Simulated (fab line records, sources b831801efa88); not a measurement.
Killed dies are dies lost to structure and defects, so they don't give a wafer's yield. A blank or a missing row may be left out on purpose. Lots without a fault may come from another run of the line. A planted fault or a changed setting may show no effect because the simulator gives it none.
Chamber matching | flow sky130 | SKY_FIELD_ISO_ETCH_14 on rie_diel-02: 4 sister chambers
The step etches BARC in N2/H2, stops on SiO2, time 45.9 s, target depth 60 nm. 8 wafers are shown with their chamber, then 9 later ones without.

WAFERS WITH THEIR CHAMBER
wafer  | chamber | n2_flow_sccm (sccm) | oes_product_au (a.u.)
L079.1 | 2       | 100.3               | 0.849
L083.5 | 0       | 100.0               | 0.855
L083.6 | 3       | 99.0                | 0.851
L084.5 | 2       | 100.1               | 0.861
L084.6 | 1       | 99.7                | 0.859
L090.2 | 3       | 100.4               | 0.848
L090.3 | 1       | 99.8                | 0.859
L090.5 | 0       | 100.1               | 0.862

WAFERS WITHOUT THEIR CHAMBER
wafer  | n2_flow_sccm (sccm) | oes_product_au (a.u.)
L091.1 | 100.1               | 0.855
L091.3 | 100.3               | 0.867
L091.6 | 99.9                | 0.862
L094.2 | 99.6                | 0.857
L094.3 | 99.7                | 0.863
L094.5 | 99.8                | 0.853
L095.1 | 99.7                | 0.854
L095.3 | 100.1               | 0.858
L095.6 | 100.0               | 0.857

WHICH CHAMBER EACH WENT THROUGH
wafer  | from the rows above               | in truth
L091.1 | can't be placed: 2 or 0 or 1 or 3 | 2
L091.3 | can't be placed: 0 or 1 or 2 or 3 | 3
L091.6 | can't be placed: 1 or 0 or 2 or 3 | 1
L094.2 | can't be placed: 1 or 0 or 2 or 3 | 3
L094.3 | can't be placed: 1 or 0 or 2 or 3 | 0
L094.5 | can't be placed: 3 or 2 or 1 or 0 | 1
L095.1 | can't be placed: 3 or 1 or 2 or 0 | 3
L095.3 | can't be placed: 0 or 2 or 1 or 3 | 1
L095.6 | can't be placed: 0 or 2 or 1 or 3 | 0
Placed correctly: 0 of 9. Can't be placed from these rows: 9 (the true chamber is among the candidates in 9). Placed wrongly: 0.
How it was worked out, from the rows above alone: a wafer's distance from a chamber is the root of the sum, over the readings, of the square of ((its reading less the chamber's mean) divided by the reading's scatter). The wafer belongs to the nearest chamber; if the next one is less than 2 further off, it can't be placed. A chamber's mean is the mean of its shown wafers. The scatter: the root of (the sum of the squares of (reading less its chamber's mean) over the shown wafers, divided by (wafers less chambers)).
